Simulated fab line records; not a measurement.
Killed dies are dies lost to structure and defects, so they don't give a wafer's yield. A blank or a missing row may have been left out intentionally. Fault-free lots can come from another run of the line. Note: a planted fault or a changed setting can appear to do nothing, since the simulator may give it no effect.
2 desks, one fault ; flow gf180mcu ; each desk has only its own numbers; what lay behind them comes last

== TOOL OWNER'S DESK, krf scanner-02 ==
The tool's own readings at GF_M5_EXPOSE_04 (exposes mask Metal5, target cd 280 nm): means of the sampled wafers that have a number, for each lot that ran on this tool. If a lot's mean is further than 4 standard deviations from the usual mean, the lot is out of limits and carries the mark OUT (the distance appears in the brackets).
Columns: A = exposure dose mJ cm2 at GF_M5_EXPOSE_04, usual 27.95
lot;first seen here;A
L630;day 26 19:44;27.92
L633;day 27 18:26;27.95
L635;day 28 10:31;27.99
L636;day 28 20:14;27.99
L639;day 29 18:10;28.00
L643;day 30 16:14;26.56 (-45) OUT
L644;day 31 02:55;26.84 (-36) OUT
This desk finds L643, L644 out of limits, L643 being first, at day 30 16:14 (exposure dose mJ cm2 at GF_M5_EXPOSE_04). Within limits: L630, L633, L635, L636, L639.

== METROLOGY DESK ==
Means of the sampled wafers that have a number, per lot and without regard to the tool the lot ran on: this is what the gauges read. If a lot's mean is further than 4 standard deviations from the usual mean, the lot is out of limits and carries the mark OUT (the distance appears in the brackets).
Columns: A = cd nm at GF_M5_CD_MEAS_07, usual 280.3 nm; B = M5_OVL at GF_M5_OVL_MEAS_08, usual 1 nm; C = V5_CVD_02_THK at GF_V5_THK_MEAS_03, usual 1457 nm
lot;first seen here;A;B;C
L627;day 26 01:52;279.1;0;1461
L628;day 26 12:22;279.9;-1;1453
L630;day 27 05:16;279.4;6;1448
L632;day 27 21:35;281.4;1;1468
L633;day 28 03:53;279.9;3;1463
L634;day 28 12:11;281.2;0;1447
L635;day 28 19:47;279.2;4;1449
L636;day 29 05:35;279.5;-6;1461
L638;day 29 16:16;277.9;2;1467
L639;day 30 03:13;279.6;4;1442
L643;day 31 01:14;288.2 (+7.2) OUT;-0;1474
L644;day 31 11:40;287.4 (+6.4) OUT;2;1473
This desk finds L643, L644 out of limits, L643 being first, at day 31 01:14 (cd nm at GF_M5_CD_MEAS_07). Within limits: L627, L628, L630, L632, L633, L634, L635, L636, L638, L639.

== TAKEN TOGETHER ==
On L643, L644, at day 30 16:14, an alarm was possible from the tool owner's desk.
L643, L644 would have let the metrology desk raise an alarm at day 31 01:14.
Of the lots named, all ran GF_M5_EXPOSE_04 on krf scanner-02.

== WHAT WAS PUT IN BY THE SIMULATOR ==
Drift in process parameters on krf scanner-02 at GF_M5_EXPOSE_04, starting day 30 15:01. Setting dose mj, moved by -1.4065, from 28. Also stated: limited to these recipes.
Lots struck among those shown: L643, L644.
Time in hours from fault onset to the first out-of-limits reading at each desk: tool owner's desk 1, metrology desk 10.
